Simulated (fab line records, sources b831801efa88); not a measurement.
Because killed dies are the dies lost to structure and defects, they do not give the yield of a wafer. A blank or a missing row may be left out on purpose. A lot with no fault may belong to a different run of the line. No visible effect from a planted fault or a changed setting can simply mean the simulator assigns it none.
A struck lot beside a sound one + flow sky130 + 18 steps out of a route of 708
Sound: these wafers, L684.2, L684.3, L684.5. Wafers L690.2, L690.3, L690.6 were the ones struck. The cause comes at the end.
Each step with rows lists, per side, the tool, then ch with its chambers, then its first start. Under that, the readings that differ: sound wafers + struck wafers + difference of the means + sigmas: that difference in standard deviations of wafers without a fault.
alike: same words and numbers on both sides, and readings whose means sit less than 2 such deviations apart. not compared: any withheld reading, any reading some wafer has no value for, any bound like >300 that may hide the same value, and any number with overlapping values for which the record gives no deviation.
Wherever a step has rows on one side only, a row that says differs or no value, or a row with sigmas, the two part there. Numbers that don't overlap but have no deviation are shown without sigmas and don't part them. A reading that every wafer of one side lacks parts them only if that side has two wafers or more.

SKY_NWELL_TW_MEAS_26:
  sound on film_metro-02, day 6 15:31; struck on film_metro-01, day 8 06:57
  alike: NWELL_2_TW
then, 1 step without rows for these wafers: SKY_NWELL_CLEAN_27 (cleans in SC1/SC2, time 150 s).
SKY_NWELL_RTA_28: time 30 s.
  sound on rtp_anneal-01 ch 0, day 6 15:38; struck on rtp_anneal-02 ch 0, day 8 07:04
  alike: lamp_power_pct, wafer_temp_C_max
SKY_NWELL_RS_MEAS_29: uses a four-point probe to measure.
  sound on film_metro-02, day 6 15:44; struck on film_metro-01, day 8 07:10
  alike: NWELL_RS
SKY_NWELL_RS_MEAS_31: uses a four-point probe to measure.
  sound on film_metro-02, day 6 15:58; struck on film_metro-01, day 8 07:25
  alike: PWDE_RS
then, 6 steps without rows for these wafers: SKY_VT_ADJUST_HVTP_DEHYDRATE_00 (time 60 s); SKY_VT_ADJUST_HVTP_HMDS_01 (prime time 60 s); SKY_VT_ADJUST_HVTP_COAT_02 (resist thk 1140 nm); SKY_VT_ADJUST_HVTP_SOFTBAKE_03 (time 60 s); SKY_VT_ADJUST_HVTP_EXPOSE_04 (exposes mask HVTPM, target cd 380 nm); SKY_VT_ADJUST_HVTP_PEB_05.
SKY_VT_ADJUST_HVTP_DEVELOP_06: develop time 60 s.
  sound on litho_track-02 ch 0, day 7 10:59; struck on litho_track-01 ch 0, day 9 05:28
SKY_VT_ADJUST_HVTP_CD_MEAS_07: target cd 380 nm.
  sound on cd_sem-02, day 7 11:08; struck on cd_sem-01, day 9 05:37
| reading    | sound             | struck | difference                    | sigmas |
|------------|-------------------|--------|-------------------------------|--------|
| cd_nm (nm) | 379.8 380.4 381.8 | - - -  | no value on the struck wafers |        |
SKY_VT_ADJUST_HVTP_OVL_MEAS_08:
  sound on overlay-01, day 7 11:14; struck on overlay-02, day 9 05:44
| reading                 | sound       | struck | difference                    | sigmas |
|-------------------------|-------------|--------|-------------------------------|--------|
| VT_ADJUST_HVTP_OVL (nm) | 0.9 2.1 2.6 | - - -  | no value on the struck wafers |        |
after that, 1 step had no rows for these wafers: SKY_VT_ADJUST_HVTP_IMPLANT_09.
SKY_VT_ADJUST_HVTP_STRIP_10: strips in O2/N2.
  sound on plasma_asher-01 ch 1, day 7 11:25; struck on plasma_asher-01 ch 0,1, day 9 05:55
  alike: chamber_pressure_mTorr, drypump_motor_current_A, oes_product_au, strip_time_to_endpoint_s
  not compared: rf_hours_counter_h
SKY_VT_ADJUST_HVTP_TW_MEAS_11:
  sound on film_metro-03, day 7 11:32; struck on film_metro-03, day 9 06:01
| reading           | sound          | struck   | difference | sigmas      |
|-------------------|----------------|----------|------------|-------------|
| VT_ADJUST_HVTP_TW | 1345 1347 1344 | 30 30 30 | -1315      | -99 or more |
then, 1 step without rows for these wafers: SKY_VT_ADJUST_LVTN_DEHYDRATE_00 (time 60 s).

WHERE THEY PART
Earliest at SKY_VT_ADJUST_HVTP_CD_MEAS_07; latest, in this record, at SKY_VT_ADJUST_HVTP_TW_MEAS_11.

WHY: the cause the simulator had injected
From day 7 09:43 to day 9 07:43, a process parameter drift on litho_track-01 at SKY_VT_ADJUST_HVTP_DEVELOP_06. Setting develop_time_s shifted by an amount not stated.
